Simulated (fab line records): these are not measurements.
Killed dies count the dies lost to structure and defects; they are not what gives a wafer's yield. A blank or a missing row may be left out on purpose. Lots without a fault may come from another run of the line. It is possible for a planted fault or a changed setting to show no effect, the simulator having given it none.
fab line records | flow gf180mcu | part 2 of 2: steps 27 to 35 of 35
[record] lots = 5 wafers = 15 last_day = 34
route steps=602 shown V1@347 M2@362
lots that met no fault: from a run of the same line without faults
start_h: hours from the record's opening day to when the first of the lot's shown wafers began | wait_h: time in hours since the lot's previous step | " unchanged from the row above | L1.1+2: a single row standing in for several wafers | - either no value or no given start | * or withheld: withheld | < > ~ a bound
route shown NAME@n: names a module that has steps shown in the file, with the first one's number in the route | usual: the fault-free wafers' mean and standard deviation | same: alike in all rows | chamber/n: place in a boat | sites: each site's reading | _std_site: the values' standard deviation | _edge_site: the outer-site mean with the inner-site mean subtracted | radius_mm: how far each site lies from the wafer's centre | mask NAME#n: copy n | behind: the last tool/chamber to shape the wafer | hold: cause of the lot's hold/its duration in hours/its outcome | device: the n, p or np transistor that did not switch | end of line: the tests these same wafers got at the end of their route | a step with no rows: only its recipe | killed: count of dies lost to structure and defects at first sort (not the wafer's yield) | map: dies across one wafer; x = killed, . = not, _ = none there
set.NAME: the run value of the setting; set.NAME@STEP: its run value at that earlier step | model.NAME: the simulator's own value behind a step, which no gauge read
a table for each step, a row for each wafer; lots at some steps of the route
services: from which hour (start_h, from the record's first day; less than 0 if before it) a tool's chamber was out of use, for how many hours, and why
[[steps]]
[step GF_M2_EXPOSE_11]
[recipe] mask_id = Metal2 target_cd_nm = 280 na = 0.68 source_shape = conventional sigma_outer = 0.6 dose_mj = 28
[usual] exposure_dose_mJ_cm2 = 27.97/0.031
[same] na = 0.68
// columns lot.wafer tool chamber start_h wait_h mask exposure_dose_mJ_cm2
L086.2 krf_scanner-02 0 - - Metal2#0 27.96
L086.3 " 0 " " Metal2#0 27.98
L086.5 " 0 " " Metal2#0 27.99
L091.1 krf_scanner-02 0 - - Metal2#0 27.97
L091.2 " 0 " " Metal2#0 27.98
L091.3 " 0 " " Metal2#0 27.97
L093.3 krf_scanner-02 0 - - Metal2#0 28.00
L093.5 " 0 " " Metal2#0 28.00
L093.6 " 0 " " Metal2#0 28.00
L094.3 krf_scanner-02 0 - - Metal2#0 27.99
L094.5 " 0 " " Metal2#0 27.98
L094.6 " 0 " " Metal2#0 27.95
L095.4 krf_scanner-01 0 - - Metal2#0 27.95
L095.5 " 0 " " Metal2#0 27.93
L095.6 " 0 " " Metal2#0 27.94
[step GF_M2_PEB_12]
[recipe] peb_temp_c = 135 peb_time_s = 90 resist = KrF
[usual] chill_plate_temp_C = 23.00/0.1
// columns lot.wafer tool chamber start_h wait_h chill_plate_temp_C
L086.2 litho_track-04 0 - - 22.96
L086.3 " 0 " " 23.00
L086.5 " 0 " " 23.04
L091.1 litho_track-03 0 - - 22.97
L091.2 " 0 " " 22.99
L091.3 " 0 " " 23.04
L093.3 litho_track-04 0 - - 22.91
L093.5 " 0 " " 22.96
L093.6 " 0 " " 22.90
L094.3 litho_track-04 0 - - 22.97
L094.5 " 0 " " 22.99
L094.6 " 0 " " 23.08
L095.4 litho_track-02 0 - - 22.92
L095.5 " 0 " " 22.99
L095.6 " 0 " " 22.98
[step GF_M2_DEVELOP_13]
[recipe] develop_time_s = 60 dev_temp_c = 21
[usual] chill_plate_temp_C = 23.02/0.1
[same] develop_time_s = 60
// columns lot.wafer tool chamber start_h wait_h chill_plate_temp_C
L086.2 litho_track-04 0 551.37 0.2 23.02
L086.3 " 0 " " 22.98
L086.5 " 0 " " 22.93
L091.1 litho_track-03 0 584.97 0.2 23.06
L091.2 " 0 " " 23.20
L091.3 " 0 " " 23.17
L093.3 litho_track-04 0 596.75 0.1 23.00
L093.5 " 0 " " 22.96
L093.6 " 0 " " 22.95
L094.3 litho_track-04 0 602.65 0.1 22.88
L094.5 " 0 " " 23.02
L094.6 " 0 " " 22.98
L095.4 litho_track-02 0 611.19 0.1 22.65
L095.5 " 0 " " 22.96
L095.6 " 0 " " 22.89
[step GF_M2_CD_MEAS_14]
[recipe] target_cd_nm = 280
[usual] cd_nm = 280.2/1.2
// columns lot.wafer tool chamber start_h wait_h cd_nm
L086.2 cd_sem-01 - 551.52 0.1 281.1
L086.3 " - " " 280.1
L086.5 " - " " 281.1
L091.1 cd_sem-01 - 585.12 0.1 277.4
L091.2 " - " " 275.9
L091.3 " - " " 276.7
L093.3 cd_sem-01 - 596.89 0.1 280.7
L093.5 " - " " 281.4
L093.6 " - " " 281.6
L094.3 cd_sem-02 - 602.79 0.1 280.8
L094.5 " - " " 280.3
L094.6 " - " " 280.4
L095.4 cd_sem-02 - 611.33 0.1 279.5
L095.5 " - " " 279.5
L095.6 " - " " 280.0
[step GF_M2_OVL_MEAS_15]
[usual] M2_OVL = -2/5.9
// columns lot.wafer tool chamber start_h wait_h M2_OVL[nm]
L086.2 overlay-01 - 551.62 0.1 -6
L086.3 " - " " 0
L086.5 " - " " 1
L091.1 overlay-01 - 585.24 0.1 -6
L091.2 " - " " 0
L091.3 " - " " -8
L093.3 overlay-01 - 596.98 0.1 -5
L093.5 " - " " -10
L093.6 " - " " -1
L094.3 overlay-01 - 602.88 0.1 5
L094.5 " - " " 2
L094.6 " - " " 12
L095.4 overlay-02 - 611.41 0.1 -5
L095.5 " - " " -10
L095.6 " - " " -15
[step GF_M2_METAL_ETCH_16]
[recipe] chemistry = Cl2/BCl3 mask_material = KrF target_depth_nm = 627.5 stop_on = SiO2 pressure_mtorr = 8 icp_w = 800 bias_w = 140 Cl2_flow_sccm = 80 bcl3_flow_sccm = 40 time_s = 104.6
[usual] drypump_motor_current_A = 5.7/0.38 oes_product_au = 0.974/0.0062 throttle_valve_pct = 28.248/0.011
// columns lot.wafer tool chamber start_h wait_h drypump_motor_current_A oes_product_au rf_hours_counter_h throttle_valve_pct
L086.2 rie_metal-02 1 551.65 0.0 6.1 0.977 9 28.267
L086.3 " 0 " " 6.2 0.963 - 28.266
L086.5 " 1 " " 6.1 0.970 - 28.261
L091.1 rie_metal-03 0 585.27 0.0 5.2 0.987 6 28.252
L091.2 " 1 " " 5.3 0.965 0 28.232
L091.3 " 0 " " 5.3 0.981 - 28.242
L093.3 rie_metal-04 0 597.04 0.1 5.5 0.978 - 28.268
L093.5 " 1 " " 5.9 0.976 - 28.244
L093.6 " 0 " " 5.5 0.974 - 28.251
L094.3 rie_metal-02 1 602.98 0.1 6.1 0.973 - 28.255
L094.5 " 1 " " 6.1 0.977 - 28.249
L094.6 " 1 " " 6.1 0.974 - 28.251
L095.4 rie_metal-03 0 611.46 0.0 5.2 0.968 - 28.235
L095.5 " 0 " " 5.2 0.968 - 28.252
L095.6 " 1 " " 5.3 0.968 - 28.249
[step GF_M2_STRIP_17]
[recipe] chemistry = O2/N2 power_w = 1400 pressure_mtorr = 1500 platen_temp_c = 250 o2_flow_sccm = 3000 n2_flow_sccm = 300 overash_fraction = 0.5
[usual] drypump_motor_current_A = 5.5/0.47 heater_power_w = 325/28 oes_product_au = 0.557/0.0052 strip_time_to_endpoint_s = 7.86/0.039
// columns lot.wafer tool chamber start_h wait_h drypump_motor_current_A heater_power_w oes_product_au rf_hours_counter_h strip_time_to_endpoint_s
L086.2 plasma_asher-01 0 551.76 0.1 5.2 380 0.550 83 7.80
L086.3 " 1 " " 5.3 302 0.560 - 7.88
L086.5 " 0 " " 5.2 379 0.552 - 7.80
L091.1 plasma_asher-03 0 585.38 0.1 5.7 345 0.557 47 7.84
L091.2 " 1 " " 4.6 337 0.556 47 7.85
L091.3 " 0 " " 5.6 338 0.555 - 7.85
L093.3 plasma_asher-04 0 597.15 0.1 5.6 296 0.561 - 7.82
L093.5 " 0 " " 5.6 295 0.545 - 7.82
L093.6 " 1 " " 6.3 313 0.554 - 7.86
L094.3 plasma_asher-01 1 603.16 0.1 5.2 300 0.560 - 7.81
L094.5 " 1 " " 5.3 309 0.561 - 7.83
L094.6 " 0 " " 5.2 363 0.551 - 7.84
L095.4 plasma_asher-01 0 611.57 0.1 5.2 366 0.565 - 7.84
L095.5 " 1 " " 5.3 307 0.553 - 7.83
L095.6 " 0 " " 5.2 364 0.557 - 7.82
[step GF_M2_STRIP_18]
[recipe] chemistry = post_etch_residue_remover time_s = 1200 temp_c = 72.5
// columns lot.wafer tool chamber start_h wait_h
L086.2+3+5 wet_bench-02 1 551.86 0.1
L091.1+2+3 wet_bench-02 2 585.48 0.1
L093.3+5+6 wet_bench-02 0 597.21 0.0
L094.3+5+6 wet_bench-02 1 603.23 0.0
L095.4+5+6 wet_bench-02 1 611.64 0.0
[step GF_M2_CLEAN_19]
[recipe] chemistry = DIW dry = n2_spin
// columns lot.wafer tool chamber start_h wait_h
L086.2+3+5 wet_bench-01 0 552.21 0.0
L091.1+2+3 wet_bench-03 3 585.83 0.0
L093.3+5+6 wet_bench-01 3 597.56 0.0
L094.3+5+6 wet_bench-01 1 603.57 0.0
L095.4+5+6 wet_bench-01 1 612.01 0.0
[[services]]
// columns tool chamber start_h hours kind
plasma_asher-03 - 506.10 28.1 pm
cmp-02 - 508.92 4.4 pm
plasma_asher-02 - 511.79 4.4 repair
rie_metal-02 - 512.33 0.5 repair
krf_scanner-01 - 517.09 0.7 repair
cvd_w-01 - 518.06 0.5 repair
pvd_sputter-02 - 520.04 7.6 repair
rie_diel-04 1 520.50 4.4 repair
krf_scanner-02 - 522.13 0.8 pm
krf_scanner-02 - 528.03 0.8 pm
rie_diel-04 3 529.99 3.2 repair
rie_metal-02 1 539.01 8.3 repair
wet_bench-03 - 542.83 6.9 repair
rie_diel-04 1 543.50 3.7 repair
pvd_sputter-01 - 551.19 1.7 repair
pvd_sputter-03 - 551.42 1.7 repair
rie_diel-01 2 551.94 7.4 repair
plasma_asher-04 - 564.01 2.8 pm
cmp-02 - 573.08 1.3 repair
wet_bench-01 - 576.08 1.9 repair
krf_scanner-02 - 588.49 1.0 pm
pvd_sputter-02 - 588.61 5.6 repair
pvd_sputter-02 - 592.64 1.5 repair
cmp-02 - 599.14 1.6 repair
